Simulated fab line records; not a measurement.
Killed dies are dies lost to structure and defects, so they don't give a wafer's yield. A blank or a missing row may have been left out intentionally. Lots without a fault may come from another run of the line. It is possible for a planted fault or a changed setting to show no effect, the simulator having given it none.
Which tool was responsible? ; flow sfq line ; 14 lots (42 wafers sampled), 1 step of a 325-step route

WHAT THE GAUGES READ, wafer by wafer
The record lacks any reading of a measuring or inspecting step that a usual standard deviation could be used to judge.

WHAT TOOL EACH LOT RAN ON (gives the tool, then ch and the chambers of the sampled wafers, and finally the start)
lot;SFQ_TRILAYER_M0_LITHO_PEB_024
L717;litho track-04 ch 0, day 6 15:56
L718;litho track-03 ch 0, day 6 23:10
L721;litho track-02 ch 0, day 7 13:34
L724;litho track-04 ch 0, day 8 06:20
L726;litho track-04 ch 0, day 8 17:07
L727;litho track-02 ch 0, day 9 18:55
L729;litho track-02 ch 0, day 10 05:40
L733;litho track-04 ch 0, day 11 18:25
L734;litho track-02 ch 0, day 12 00:25
L735;litho track-02 ch 0, day 12 05:13
L737;litho track-04 ch 0, day 12 20:49
L738;litho track-04 ch 0, day 12 23:13
L739;litho track-03 ch 0, day 13 04:01
L740;litho track-04 ch 0, day 13 10:04
- SFQ_TRILAYER_M0_LITHO_PEB_024: peb time 60 s.

WHAT THE TOOLS THEMSELVES READ (means of the sampled wafers that have a number; where no wafer has one, the mark that the record gives instead)
SFQ_TRILAYER_M0_LITHO_PEB_024.
lot;tool;heater power total W (W)
L717;litho track-04;79.15
L718;litho track-03;79.02
L721;litho track-02;79.13
L724;litho track-04;79.21
L726;litho track-04;79.15
L727;litho track-02;79.24
L729;litho track-02;79.19
L733;litho track-04;79.10
L734;litho track-02;83.90
L735;litho track-02;83.94
L737;litho track-04;79.15
L738;litho track-04;79.09
L739;litho track-03;79.17
L740;litho track-04;79.16

THE ANSWER, worked out from the rows above alone
Rule: the usual values come from the lots themselves. The widest of any qualifying gaps counts: lots, ordered by their means at a reading, are off when they make up no more than a third of the lots, leave a main group of 4 or more, and stand apart from it by 3 or more times the standard deviation of that group's means. If all means in a main group match to the digits the tables above print for the reading, that group is not used. Also off: a lot with no number at a reading for which 4 or more lots have one. Any other lot the step has rows for is counted as sound. First the gauges in route order, then the tools' own readings, where a lot's mean is used as printed above. The first step at which some lot is off is used, and at that step the reading that is off furthest; a lot without a number counts as furthest.
Off: L734, L735, at SFQ_TRILAYER_M0_LITHO_PEB_024 (heater power total W). Main group: mean 79.15 W, sd 0.056.
If a tool, at that step or one of the process steps before it, ran each lot that is off and ran no sound lot following the first of them, it fits. One fits: SFQ_TRILAYER_M0_LITHO_PEB_024 on litho track-02. Its last sound lot is L729 (day 10 05:40), its first lot that is off L734 (day 12 00:25): a fault that began between those two fits.
On the lots that are off, the tool's own readings at SFQ_TRILAYER_M0_LITHO_PEB_024 differ by more than 5 times the standard deviation of the sound lots' means, which bears it out; heater power total W reads 83.92 W there versus 79.15 W on the sound lots.

WHAT THE SIMULATOR HAD PUT IN
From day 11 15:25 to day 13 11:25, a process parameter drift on litho track-02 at SFQ_TRILAYER_M0_LITHO_PEB_024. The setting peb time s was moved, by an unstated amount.
Lots struck among those shown: L734, L735. Same finding as the rule above.
